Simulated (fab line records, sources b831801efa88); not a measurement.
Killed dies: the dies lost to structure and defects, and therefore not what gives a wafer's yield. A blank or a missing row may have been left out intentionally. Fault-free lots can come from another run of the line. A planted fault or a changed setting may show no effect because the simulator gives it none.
Which tool was responsible? | flow sky130 | 39 wafers from 13 lots sampled at 5 of the route's 708 steps

## WHAT THE GAUGES READ, wafer by wafer
SKY_FIELD_ISO_THK_MEAS_25. Usual: FIELD_ISO_CVD_24_THK 596 nm, standard deviation 6.7.
lot  | measured    | on            | FIELD_ISO_CVD_24_THK (nm) | flag
L218 | day 2 15:04 | film_metro-01 | 591 592 586               |
L222 | day 3 13:37 | film_metro-01 | 603 593 601               |
L224 | day 3 20:17 | film_metro-04 | 589 601 589               |
L226 | day 4 05:02 | film_metro-03 | 600 606 595               |
L230 | day 5 02:48 | film_metro-03 | 601 592 592               |
L232 | day 5 13:14 | film_metro-04 | 602 600 605               |
L233 | day 5 19:13 | film_metro-01 | 587 595 588               |
L234 | day 5 23:04 | film_metro-04 | 595 602 592               |
L235 | day 6 04:38 | film_metro-03 | 579 595 594               |
L236 | day 6 09:44 | film_metro-01 | 588 602 607               |
L237 | day 6 15:11 | film_metro-01 | 591 594 602               |
L238 | day 6 19:19 | film_metro-01 | 597 597 601               |
L240 | day 7 09:29 | film_metro-04 | 601 589 604               |

SKY_VT_ADJUST_HVTP_CD_MEAS_07: target cd 380 nm. Usual: cd_nm reads 380.1 nm (standard deviation 2.4).
lot  | measured     | on        | cd_nm (nm)        | flag
L218 | day 6 11:53  | cd_sem-01 | 383.4 380.5 381.8 |
L222 | day 7 10:31  | cd_sem-02 | 375.2 377.6 378.6 |
L224 | day 7 20:31  | cd_sem-02 | 381.4 380.2 381.7 |
L226 | day 8 05:48  | cd_sem-02 | 380.3 378.3 378.5 |
L230 | day 9 11:00  | cd_sem-02 | 378.5 377.7 378.9 |
L232 | day 10 02:11 | cd_sem-01 | 379.8 378.3 377.6 |
L233 | day 10 09:46 | cd_sem-01 | 378.2 378.4 375.7 |
L234 | day 10 15:22 | cd_sem-02 | 379.9 384.4 383.0 |
L235 | day 10 18:19 | cd_sem-02 | 378.8 378.9 379.0 |
L236 | day 11 02:34 | cd_sem-02 | 381.8 381.0 383.8 |
L237 | day 11 06:35 | cd_sem-01 | 375.5 375.7 375.9 |
L238 | day 11 12:48 | cd_sem-02 | 381.7 382.0 381.5 |
L240 | day 12 07:07 | cd_sem-01 | 380.4 381.3 380.0 |

SKY_VT_ADJUST_HVTR_TW_MEAS_11. Usual: VT_ADJUST_HVTR_TW 208.6, standard deviation 1.8.
lot  | measured     | on            | VT_ADJUST_HVTR_TW | flag
L218 | day 9 22:39  | film_metro-02 | 208.5 208.8 209.2 |
L222 | day 11 02:46 | film_metro-02 | 223.9 225.5 224.8 | OFF
L224 | day 11 15:01 | film_metro-02 | 224.2 224.1 225.1 | OFF
L226 | day 12 00:14 | film_metro-04 | 229.3 228.0 227.5 | OFF
L230 | day 13 11:17 | film_metro-02 | 208.3 209.9 207.5 |
L232 | day 14 04:50 | film_metro-03 | 206.3 205.1 205.3 |
L233 | day 14 13:28 | film_metro-04 | 210.5 210.5 210.9 |
L234 | day 14 19:28 | film_metro-03 | 205.7 205.3 205.7 |
L235 | day 14 19:46 | film_metro-02 | 209.1 209.4 208.8 |
L236 | day 15 07:47 | film_metro-04 | 210.6 210.8 210.5 |
L237 | day 15 10:55 | film_metro-04 | 210.3 210.4 210.9 |
L238 | day 15 20:29 | film_metro-04 | 209.9 210.1 210.7 |
L240 | day 16 17:38 | film_metro-04 | 209.8 208.7 208.8 |

SKY_SONOS_TUNNEL_TW_MEAS_12. Usual: SONOS_TUNNEL_TW 195.6, standard deviation 1.2.
lot  | measured     | on            | SONOS_TUNNEL_TW   | flag
L218 | day 11 21:37 | film_metro-01 | 194.0 194.5 194.7 |
L222 | day 13 03:50 | film_metro-02 | 196.0 194.3 195.6 |
L224 | day 13 17:19 | film_metro-02 | 196.1 194.5 195.6 |
L226 | day 14 03:33 | film_metro-02 | 193.4 193.5 196.4 |
L230 | day 15 15:44 | film_metro-01 | 194.7 195.7 195.4 |
L232 | day 16 11:12 | film_metro-01 | 196.4 196.9 195.2 |
L233 | day 16 20:56 | film_metro-04 | 196.6 196.4 195.7 |
L234 | day 17 04:37 | film_metro-02 | 194.6 194.7 193.9 |
L235 | day 17 04:41 | film_metro-01 | 196.5 196.5 195.2 |
L236 | day 17 18:41 | film_metro-02 | 195.0 195.0 194.4 |
L237 | day 17 21:05 | film_metro-02 | 194.4 195.2 194.0 |
L238 | day 18 07:31 | film_metro-04 | 197.1 197.0 198.1 |
L240 | day 19 06:31 | film_metro-02 | 194.6 193.2 194.4 |

## TOOL THAT RAN EACH LOT (tool first, then ch and the chambers of the sampled wafers, then the start)
lot  | SKY_VT_ADJUST_HVTR_IMPLANT_09
L218 | implanter-03 ch 0, day 9 22:27
L222 | implanter-03 ch 0, day 11 02:31
L224 | implanter-03 ch 0, day 11 14:46
L226 | implanter-03 ch 0, day 12 00:00
L230 | implanter-04 ch 0, day 13 11:03
L232 | implanter-01 ch 0, day 14 04:37
L233 | implanter-01 ch 0, day 14 13:13
L234 | implanter-01 ch 0, day 14 19:13
L235 | implanter-04 ch 0, day 14 19:31
L236 | implanter-01 ch 0, day 15 07:32
L237 | implanter-04 ch 0, day 15 10:40
L238 | implanter-01 ch 0, day 15 20:15
L240 | implanter-01 ch 0, day 16 17:23
- SKY_VT_ADJUST_HVTR_IMPLANT_09

## AS READ BY THE TOOLS THEMSELVES (means over the sampled wafers that have a number; for cases with no such wafer, the mark the record gives instead)
SKY_VT_ADJUST_HVTR_IMPLANT_09. Usual: dose_ions_cm2 2.0999e+12, standard deviation 2.2e+09; faraday_current_uA 11.87, standard deviation 0.23.
lot  | tool         | dose_ions_cm2 | faraday_current_uA | flag
L218 | implanter-03 | 2.0986e+12    | 11.78              |
L222 | implanter-03 | 2.7835e+12    | 15.60              | OFF
L224 | implanter-03 | 2.7844e+12    | 15.19              | OFF
L226 | implanter-03 | 2.7829e+12    | 15.71              | OFF
L230 | implanter-04 | 2.1015e+12    | 12.24              |
L232 | implanter-01 | 2.0992e+12    | 11.87              |
L233 | implanter-01 | 2.0999e+12    | 11.73              |
L234 | implanter-01 | 2.1003e+12    | 11.76              |
L235 | implanter-04 | 2.0997e+12    | 11.91              |
L236 | implanter-01 | 2.0988e+12    | 11.97              |
L237 | implanter-04 | 2.1000e+12    | 11.85              |
L238 | implanter-01 | 2.0997e+12    | 11.92              |
L240 | implanter-01 | 2.0976e+12    | 11.88              |

## THE ANSWER, worked out from the rows above alone
Rule: take the mean of a lot's wafers that have a number; if it is more than 3 standard deviations from the usual mean, the lot is off. Also off: a lot with no number at a reading for which 4 or more lots have one. Where the step has rows for the other lots, those lots are counted as sound. After the gauges, taken in route order, come the tools' own readings; for these a lot's mean is taken, as printed above. The first step at which some lot is off is used, and at that step the reading that is off furthest; a lot without a number counts as furthest.
Off: L222, L224, L226, at SKY_VT_ADJUST_HVTR_TW_MEAS_11 (VT_ADJUST_HVTR_TW).
A tool fits if, at a process step before that reading, it ran every lot that is off, and no sound lot after the first of them. The gauges at SKY_VT_ADJUST_HVTR_TW_MEAS_11 aren't tried: what is off there is off at SKY_VT_ADJUST_HVTR_IMPLANT_09 too, on other tools, and a gauge's error can't cause that. One fits: implanter-03 at SKY_VT_ADJUST_HVTR_IMPLANT_09. Its last sound lot is L218 (day 9 22:27), its first lot that is off L222 (day 11 02:31): a fault that began between those two fits.
The tool's own readings at SKY_VT_ADJUST_HVTR_IMPLANT_09 bear it out: on the lots that are off they differ by more than 5 times the standard deviation of the sound lots' means. dose_ions_cm2 reads 2.7836e+12 there against 2.0995e+12 on the sound lots; faraday_current_uA reads 15.50 there against 11.89 on the sound lots.

## WHAT THE SIMULATOR PUT IN
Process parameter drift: implanter-03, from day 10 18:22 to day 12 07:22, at SKY_VT_ADJUST_HVTR_IMPLANT_09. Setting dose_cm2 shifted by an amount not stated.
Struck lots among those shown: L222, L224, L226. Same finding as the rule above.
